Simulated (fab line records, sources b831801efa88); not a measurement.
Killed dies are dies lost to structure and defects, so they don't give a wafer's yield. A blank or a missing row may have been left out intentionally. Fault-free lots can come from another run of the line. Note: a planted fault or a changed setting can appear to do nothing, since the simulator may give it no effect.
Problem report, 8D (eight disciplines) form, completed by code    flow gf180mcu    the parts of the form that need people (team, actions taken, sign-off) are left out

1. THE PROBLEM
Wafers without a fault read 803.2, standard deviation 0.6; wafer_temp_C_max at GF_SALICIDE_RTA_08 reads a mean of 894.6 on 9 wafers belonging to 3 lots. So: +99 or more standard deviations from the usual mean.
The step: time 30 s.
Earliest sighting: wafer L258.2 on rtp anneal-01 at day 21 11:18. Wafers with a number at this step in the record: 45, from 15 lots. The rule behind "out" and "out of limits": a value lying over 4 standard deviations away from the usual mean. Any other wafer with a number is counted as sound.

2. WHAT IT IS, AND WHAT IT ISN'T
question                     is                                is not
which readings at this step  wafer_temp_C_max, lamp power pct  -
which lots                   L258, L259, L260                  L243, L244, L245, L247, L249, L250, L252, L253, L254, L262, L264, L265
which wafers of those lots   all that have a number            -
read on which tools          rtp anneal-01                     rtp anneal-02
when                         from day 21 11:18                 up to then (27 sound wafers); but 9 sound wafers of L262, L264, L265 came after

3. WHAT RULES OUT EACH SUSPECT
Counting: any tool at a process step up to the reading is kept as a suspect provided that every lot that is out went through it and no sound lot did after the first of them.
- rtp anneal-01 at GF_SALICIDE_RTA_08 (time 30 s): kept. It processed each lot that is out, first L258 at day 21 11:18, and no sound lot thereafter; up to then, the last sound lot it processed was L253 at day 19 06:17. Its own readings are out on those wafers: lamp power pct, wafer_temp_C_max.
Left after counting: rtp anneal-01 at GF_SALICIDE_RTA_08.

4. THE CAUSE (what the simulator had put in)
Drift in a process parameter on rtp anneal-01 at GF_SALICIDE_RTA_08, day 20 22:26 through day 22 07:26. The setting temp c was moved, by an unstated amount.
This tool alone remained once counting was done.

5. THE EFFECT CHAIN, in route order
Rows list readings where the struck wafers' mean (over those with a number) sits beyond 3 standard deviations from the usual. Readings are gone through only where the record gives a usual standard deviation; hours: the median, over the lots, of the time from a lot's start at the first step in this table giving one to that lot's start at this step; sigmas: the change measured in usual standard deviations.
hours  step                reading           usual   on struck wafers  change  sigmas
0      GF_SALICIDE_RTA_08  lamp power pct    16.1 %  22.8              +6.7    +5.1
0      GF_SALICIDE_RTA_08  wafer_temp_C_max  803.2   894.6             +91.4   +99 or more
The process steps in it:
- GF_SALICIDE_RTA_08: time 30 s.
Later measuring or inspecting steps at which every struck wafer that the step has a row for has a number for every such reading, and none has moved that far: GF_CONTACT_THK_MEAS_03, GF_CONTACT_OVL_MEAS_15.

6. WHAT WOULD HAVE CAUGHT IT SOONER
13 hours passed between the start of the fault at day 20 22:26 and the first reading out of limits in this record, taken at day 21 11:18.
